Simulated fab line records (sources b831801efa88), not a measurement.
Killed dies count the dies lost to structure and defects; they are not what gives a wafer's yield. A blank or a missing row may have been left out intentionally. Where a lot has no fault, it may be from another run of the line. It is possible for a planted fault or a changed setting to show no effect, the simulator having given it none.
One fault seen from 2 desks -- flow gf180mcu -- only its own numbers are on each desk; what lay behind them is given at the end

METROLOGY DESK
What the gauges read for every lot (on any tool): the sampled wafers with a number, averaged. Any lot whose mean is over 4 standard deviations away from the usual mean is out of limits and marked OUT; that distance is given in the brackets.
Columns: A = V4_BOW at GF_V4_BOW_MEAS_05, usual 133 um
lot,first seen here,A
L339,day 23 16:33,142
L340,day 24 09:59,132
L341,day 24 13:38,131
L342,day 25 04:08,140
L344,day 25 16:23,118
L345,day 25 18:27,136
L348,day 27 01:58,129
L351,day 28 01:17,132
L357,day 29 12:15,127
L358,day 30 00:35,128
L361,day 30 18:38,139
Finding of this desk: none of the 11 lots has anything out of limits.

FOR THE TOOL OWNER'S DESK: litho_track-04
The tool's own readings at GF_MIM_COAT_14 (resist thk 1000 nm): means of the sampled wafers that have a number, for each lot that ran on this tool. Any lot whose mean is over 4 standard deviations away from the usual mean is out of limits and marked OUT; that distance is given in the brackets.
Columns: A = chill_plate_temp_C at GF_MIM_COAT_14, usual 23.00 C; B = resist_line_temp_C at GF_MIM_COAT_14, usual 22.98 C; C = spin_speed_rpm at GF_MIM_COAT_14, usual 2999.8 rpm
lot,first seen here,A,B,C
L339,day 25 03:07,23.01,23.01,2999.4
L345,day 27 04:07,22.96,22.89,2999.4
L348,day 28 09:34,22.84,23.03,3175.0 (+73) OUT
L351,day 29 08:23,23.10,23.07,3176.5 (+74) OUT
This desk's finding: out of limits on L348, L351; first on L348, day 28 09:34 (spin_speed_rpm at GF_MIM_COAT_14). Within limits: L339, L345.

TAKEN TOGETHER
At day 28 09:34, on L348, L351, the tool owner's desk was in a position to raise an alarm.
The metrology desk saw nothing out of limits.
The metrology desk has L348, L351 on record, within its limits.
All the named lots went through GF_MIM_COAT_14 on litho_track-04.

WHAT THE SIMULATOR HAD INSERTED
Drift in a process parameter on litho_track-04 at GF_MIM_COAT_14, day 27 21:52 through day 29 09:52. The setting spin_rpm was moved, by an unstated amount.
Struck lots among those shown: L348, L351.
Delay in hours, fault start to first out-of-limits reading, by desk: the tool owner's desk at 12.
